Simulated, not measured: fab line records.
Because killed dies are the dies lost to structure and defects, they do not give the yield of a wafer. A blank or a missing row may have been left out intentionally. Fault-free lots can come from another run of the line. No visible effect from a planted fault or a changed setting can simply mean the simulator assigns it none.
fab line records -- flow gf180mcu
record: lots: 14, wafers: 39, last_day: 34
route steps=602 shown V2@387 MIM@506 V5@551
lots with no fault: from the same line, run without faults
start_h: hours from the record's first day to the start of the lot's first wafer shown -- wait_h: hours since the lot's step before -- " the same as in the row above -- L1.1+2: a single row standing in for several wafers -- - value missing, or start not given -- * or withheld: withheld -- < > ~ a bound
route shown NAME@n: NAME is a module with steps in the file, n the number in the route of the first one -- usual: mean/standard deviation taken from wafers without a fault -- same: alike in all rows -- chamber/n: place in a boat -- sites: each site's reading -- _std_site: their standard deviation -- _edge_site: inner sites' mean taken away from outer sites' mean -- radius_mm: for every site, how far away it sits from the centre of the wafer -- mask NAME#n: copy n -- behind: the last tool/chamber to shape the wafer -- hold: why the lot went on hold/how many hours it stayed there/how the hold came to an end -- device: whichever transistor did not switch (one of n, p or np) -- end of line: the route-end tests of the same wafers -- where a step has no rows: the recipe by itself -- killed: dies lost to structure and defects at the first sort, not the wafer's yield -- map: a wafer's dies, marking killed ones x, the rest . and places with no die _
set.NAME: the setting as run; set.NAME@STEP: as run at that earlier step -- model.NAME: the simulator's own value behind a step, which no gauge read
the route's steps for a sample of lots (tables are steps, rows are wafers)
services: the hour from which a tool's chamber was out of use, counted from the record's first day as start_h (under 0 if before that day), plus the number of hours and why
== steps ==
step: GF_V2_BOW_MEAS_05
recipe: mode: bow
usual: V2_BOW: 103/9.1
lot.wafer,tool,chamber,start_h,wait_h,V2_BOW[um]
L379.1,film_metro-03,-,438.80,0.3,106
L379.5,film_metro-03,-,438.80,0.3,92
L381.3,film_metro-02,-,459.72,0.2,91
L381.4,film_metro-02,-,459.72,0.2,99
L381.5,film_metro-02,-,459.72,0.2,87
L383.1,film_metro-03,-,474.12,0.1,117
L383.2,film_metro-03,-,474.12,0.1,118
L383.4,film_metro-03,-,474.12,0.1,97
L384.1,film_metro-01,-,483.69,0.2,112
L384.4,film_metro-01,-,483.69,0.2,106
L384.5,film_metro-01,-,483.69,0.2,105
L387.2,film_metro-01,-,510.36,0.2,101
L387.4,film_metro-01,-,510.36,0.2,91
L387.5,film_metro-01,-,510.36,0.2,102
L386.1,film_metro-02,-,511.99,0.2,112
L386.5,film_metro-02,-,511.99,0.2,116
L386.6,film_metro-02,-,511.99,0.2,105
L390.1,film_metro-01,-,544.07,0.2,107
L390.4,film_metro-01,-,544.07,0.2,114
L390.6,film_metro-01,-,544.07,0.2,108
L391.1,film_metro-02,-,549.22,0.1,122
L391.3,film_metro-02,-,549.22,0.1,117
L391.6,film_metro-02,-,549.22,0.1,108
L393.1,film_metro-01,-,562.89,0.2,77
L393.3,film_metro-01,-,562.89,0.2,97
L393.6,film_metro-01,-,562.89,0.2,108
L394.1,film_metro-03,-,567.44,0.2,99
L394.2,film_metro-03,-,567.44,0.2,91
L394.6,film_metro-03,-,567.44,0.2,103
L399.1,film_metro-01,-,606.59,0.1,103
L399.4,film_metro-01,-,606.59,0.1,102
L400.3,film_metro-02,-,610.07,0.1,93
L400.5,film_metro-02,-,610.07,0.1,95
L400.6,film_metro-02,-,610.07,0.1,91
L401.4,film_metro-02,-,619.62,0.3,111
L401.5,film_metro-02,-,619.62,0.3,103
L402.3,film_metro-03,-,626.41,0.1,99
L402.5,film_metro-03,-,626.41,0.1,110
L402.6,film_metro-03,-,626.41,0.1,92
step: GF_V2_SPUTTER_22
recipe: material: TiN, target_thk_nm: 10, chamber_pressure_pa: 5, power_w: 4000, time_s: 40
usual: throttle_valve_pct: 29.5/1.2
lot.wafer,tool,chamber,start_h,wait_h,throttle_valve_pct
L379.1,pvd_sputter-03,-,463.73,0.0,31.2
L379.5,pvd_sputter-03,-,463.73,0.0,28.9
L381.3,pvd_sputter-02,-,484.60,0.0,29.7
L381.4,pvd_sputter-02,-,484.60,0.0,29.6
L381.5,pvd_sputter-02,-,484.60,0.0,29.7
L383.1,pvd_sputter-03,-,499.14,0.0,28.9
L383.2,pvd_sputter-03,-,499.14,0.0,28.7
L383.4,pvd_sputter-03,-,499.14,0.0,29.9
L384.1,pvd_sputter-02,-,507.58,0.0,29.7
L384.4,pvd_sputter-02,-,507.58,0.0,29.1
L384.5,pvd_sputter-02,-,507.58,0.0,29.3
L387.2,pvd_sputter-01,-,535.18,0.0,29.5
L387.4,pvd_sputter-01,-,535.18,0.0,27.0
L387.5,pvd_sputter-01,-,535.18,0.0,31.5
L386.1,pvd_sputter-01,-,536.43,0.0,26.9
L386.5,pvd_sputter-01,-,536.43,0.0,31.2
L386.6,pvd_sputter-01,-,536.43,0.0,27.1
L390.1,pvd_sputter-01,-,567.10,0.0,27.1
L390.4,pvd_sputter-01,-,567.10,0.0,31.5
L390.6,pvd_sputter-01,-,567.10,0.0,29.3
L391.1,pvd_sputter-03,-,572.24,0.0,29.8
L391.3,pvd_sputter-03,-,572.24,0.0,28.6
L391.6,pvd_sputter-03,-,572.24,0.0,29.9
L393.1,pvd_sputter-02,-,585.64,0.0,29.4
L393.3,pvd_sputter-02,-,585.64,0.0,29.6
L393.6,pvd_sputter-02,-,585.64,0.0,29.6
L394.1,pvd_sputter-02,-,589.83,0.0,29.5
L394.2,pvd_sputter-02,-,589.83,0.0,28.7
L394.6,pvd_sputter-02,-,589.83,0.0,29.7
L399.1,pvd_sputter-01,-,627.79,0.0,30.8
L399.4,pvd_sputter-01,-,627.79,0.0,29.5
L400.3,pvd_sputter-03,-,631.65,0.0,28.9
L400.5,pvd_sputter-03,-,631.65,0.0,29.2
L400.6,pvd_sputter-03,-,631.65,0.0,28.6
L401.4,pvd_sputter-03,-,641.03,0.0,28.6
L401.5,pvd_sputter-03,-,641.03,0.0,31.0
L402.3,pvd_sputter-01,-,647.37,0.0,30.8
L402.5,pvd_sputter-01,-,647.37,0.0,31.2
L402.6,pvd_sputter-01,-,647.37,0.0,29.6
step: GF_MIM_SPUTTER_03
recipe: material: Ti, target_thk_nm: 10, substrate_temp_c: 300, chamber_pressure_pa: 0.3, power_w: 3000, time_s: 6.7
usual: substrate_temp_c: 300.03/0.18, throttle_valve_pct: 30.1/1.3
lot.wafer,tool,chamber,start_h,wait_h,substrate_temp_c,throttle_valve_pct
L379.1,pvd_sputter-04,-,564.29,0.0,300.34,29.8
L379.5,pvd_sputter-04,-,564.29,0.0,300.30,30.1
L381.3,pvd_sputter-02,-,583.14,0.0,299.97,29.5
L381.4,pvd_sputter-02,-,583.14,0.0,300.18,28.5
L381.5,pvd_sputter-02,-,583.14,0.0,299.87,29.6
L383.1,pvd_sputter-04,-,596.59,0.0,300.17,30.5
L383.2,pvd_sputter-04,-,596.59,0.0,299.99,29.8
L383.4,pvd_sputter-04,-,596.59,0.0,300.23,32.5
L384.1,pvd_sputter-01,-,604.64,0.0,299.97,27.0
L384.4,pvd_sputter-01,-,604.64,0.0,300.20,29.6
L384.5,pvd_sputter-01,-,604.64,0.0,299.99,27.0
L387.2,pvd_sputter-04,-,627.91,0.0,300.14,30.9
L387.4,pvd_sputter-04,-,627.91,0.0,300.00,32.3
L387.5,pvd_sputter-04,-,627.91,0.0,299.79,29.7
L386.1,pvd_sputter-02,-,629.76,0.0,299.89,29.1
L386.5,pvd_sputter-02,-,629.76,0.0,299.83,29.5
L386.6,pvd_sputter-02,-,629.76,0.0,299.91,29.7
L390.1,pvd_sputter-01,-,657.53,0.0,299.66,29.2
L390.4,pvd_sputter-01,-,657.53,0.0,300.14,30.9
L390.6,pvd_sputter-01,-,657.53,0.0,299.96,30.9
L391.1,pvd_sputter-02,-,662.52,0.0,300.32,28.6
L391.3,pvd_sputter-02,-,662.52,0.0,299.80,29.7
L391.6,pvd_sputter-02,-,662.52,0.0,300.21,29.5
L393.1,pvd_sputter-04,-,673.97,0.0,300.19,32.6
L393.3,pvd_sputter-04,-,673.97,0.0,299.90,30.8
L393.6,pvd_sputter-04,-,673.97,0.0,300.27,32.3
L394.1,pvd_sputter-02,-,676.58,0.0,300.27,29.6
L394.2,pvd_sputter-02,-,676.58,0.0,300.36,28.6
L394.6,pvd_sputter-02,-,676.58,0.0,300.29,29.4
L399.1,pvd_sputter-01,-,713.20,0.0,300.12,26.9
L399.4,pvd_sputter-01,-,713.20,0.0,299.95,29.3
L400.3,pvd_sputter-02,-,714.60,0.0,300.24,29.6
L400.5,pvd_sputter-02,-,714.60,0.0,300.18,29.5
L400.6,pvd_sputter-02,-,714.60,0.0,299.99,28.6
L401.4,pvd_sputter-01,-,724.08,0.0,300.16,29.3
L401.5,pvd_sputter-01,-,724.08,0.0,299.89,26.8
L402.3,pvd_sputter-04,-,729.22,0.0,299.93,30.8
L402.5,pvd_sputter-04,-,729.22,0.0,299.90,29.8
L402.6,pvd_sputter-04,-,729.22,0.0,300.12,32.2
step: GF_V5_EXPOSE_11
recipe: mask_id: Via5, target_cd_nm: 260, na: 0.68, source_shape: conventional, sigma_outer: 0.6, dose_mj: 38
lot.wafer,tool,chamber,start_h,wait_h,mask
L379.1+5,krf_scanner-02,0,619.33,-,Via5#0
L381.3+4+5,krf_scanner-01,0,637.29,-,Via5#0
L383.1+2+4,krf_scanner-01,0,650.55,-,Via5#0
L384.1+4+5,krf_scanner-02,0,656.73,-,Via5#0
L387.2+4+5,krf_scanner-02,0,679.20,-,Via5#0
L386.1+5+6,krf_scanner-01,0,681.23,-,Via5#0
L390.1+4+6,krf_scanner-01,0,706.45,-,Via5#0
L391.1+3+6,krf_scanner-02,0,711.13,-,Via5#0
L393.1+3+6,krf_scanner-01,0,722.08,-,Via5#0
L394.1+2+6,krf_scanner-01,0,726.85,-,Via5#0
L399.1+4,krf_scanner-02,0,758.60,-,Via5#0
L400.3+5+6,krf_scanner-02,0,761.54,-,Via5#0
L401.4+5,krf_scanner-02,0,768.36,-,Via5#0
L402.3+5+6,krf_scanner-02,0,772.69,-,Via5#0
step: GF_V5_CD_MEAS_14
recipe: target_cd_nm: 260
usual: cd_nm: 260.1/1.5
lot.wafer,tool,chamber,start_h,wait_h,cd_nm
L379.1,cd_sem-02,-,629.61,0.1,260.4
L379.5,cd_sem-02,-,629.61,0.1,260.7
L381.3,cd_sem-01,-,647.14,0.1,258.6
L381.4,cd_sem-01,-,647.14,0.1,258.6
L381.5,cd_sem-01,-,647.14,0.1,258.5
L383.1,cd_sem-02,-,660.56,0.1,261.5
L383.2,cd_sem-02,-,660.56,0.1,260.0
L383.4,cd_sem-02,-,660.56,0.1,261.3
L384.1,cd_sem-02,-,666.06,0.1,261.8
L384.4,cd_sem-02,-,666.06,0.1,261.4
L384.5,cd_sem-02,-,666.06,0.1,261.6
L387.2,cd_sem-02,-,688.53,0.1,262.5
L387.4,cd_sem-02,-,688.53,0.1,260.7
L387.5,cd_sem-02,-,688.53,0.1,261.1
L386.1,cd_sem-02,-,690.46,0.1,259.4
L386.5,cd_sem-02,-,690.46,0.1,260.5
L386.6,cd_sem-02,-,690.46,0.1,259.7
L390.1,cd_sem-02,-,714.40,0.1,260.1
L390.4,cd_sem-02,-,714.40,0.1,258.7
L390.6,cd_sem-02,-,714.40,0.1,258.8
L391.1,cd_sem-01,-,719.65,0.1,257.7
L391.3,cd_sem-01,-,719.65,0.1,257.4
L391.6,cd_sem-01,-,719.65,0.1,258.0
L393.1,cd_sem-01,-,730.85,0.1,268.8
L393.3,cd_sem-01,-,730.85,0.1,264.9
L393.6,cd_sem-01,-,730.85,0.1,262.0
L394.1,cd_sem-01,-,735.10,0.1,268.0
L394.2,cd_sem-01,-,735.10,0.1,264.1
L394.6,cd_sem-01,-,735.10,0.1,267.7
L399.1,cd_sem-01,-,766.80,0.1,259.8
L399.4,cd_sem-01,-,766.80,0.1,258.3
L400.3,cd_sem-01,-,769.09,0.1,262.5
L400.5,cd_sem-01,-,769.09,0.1,263.4
L400.6,cd_sem-01,-,769.09,0.1,262.5
L401.4,cd_sem-01,-,776.11,0.1,260.4
L401.5,cd_sem-01,-,776.11,0.1,260.1
L402.3,cd_sem-02,-,780.69,0.1,262.2
L402.5,cd_sem-02,-,780.69,0.1,261.8
L402.6,cd_sem-02,-,780.69,0.1,261.8
== services ==
tool,chamber,start_h,hours,kind
krf_scanner-02,-,439.75,1.0,pm
pvd_sputter-01,-,452.93,1.0,repair
krf_scanner-01,-,470.94,3.6,pm
krf_scanner-02,-,477.17,4.0,pm
krf_scanner-02,-,481.51,1.3,pm
krf_scanner-02,-,492.23,0.8,pm
krf_scanner-01,-,533.04,1.0,pm
krf_scanner-01,-,544.51,0.8,pm
krf_scanner-01,-,570.07,1.3,pm
pvd_sputter-01,-,578.94,13.9,repair
krf_scanner-01,-,586.05,4.0,pm
pvd_sputter-02,-,594.97,5.2,repair
krf_scanner-02,-,603.78,0.7,repair
krf_scanner-02,-,608.75,1.0,pm
pvd_sputter-02,-,608.92,2.6,repair
krf_scanner-02,-,655.25,0.3,repair
krf_scanner-02,-,657.41,1.3,pm
pvd_sputter-01,-,670.82,4.9,repair
krf_scanner-01,-,702.04,1.0,pm
krf_scanner-01,-,713.31,0.8,pm
krf_scanner-01,-,725.05,0.2,repair
pvd_sputter-01,-,727.89,5.4,repair
krf_scanner-02,-,732.44,0.8,repair
krf_scanner-01,-,745.97,1.3,pm
== key ==
first_sign: step: GF_V5_CD_MEAS_14, reading: cd_nm, direction: up, sigmas: 4, usual: 260.1, struck: 265.9, wafers_moved: 5
effect none on later readings
met_at GF_V5_EXPOSE_11
struck_lots L393,L394
not_acting_at GF_V2_BOW_MEAS_05,GF_V2_SPUTTER_22,GF_MIM_SPUTTER_03
onset_between 706.45 722.08
fault: kind: process_parameter_drift, tool: krf_scanner-01, chamber: -, onset_h: 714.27, steps: GF_V5_EXPOSE_11, channel: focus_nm, offset: 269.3, spread_by_wafer: 0.3, shape: step, end_h: 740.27
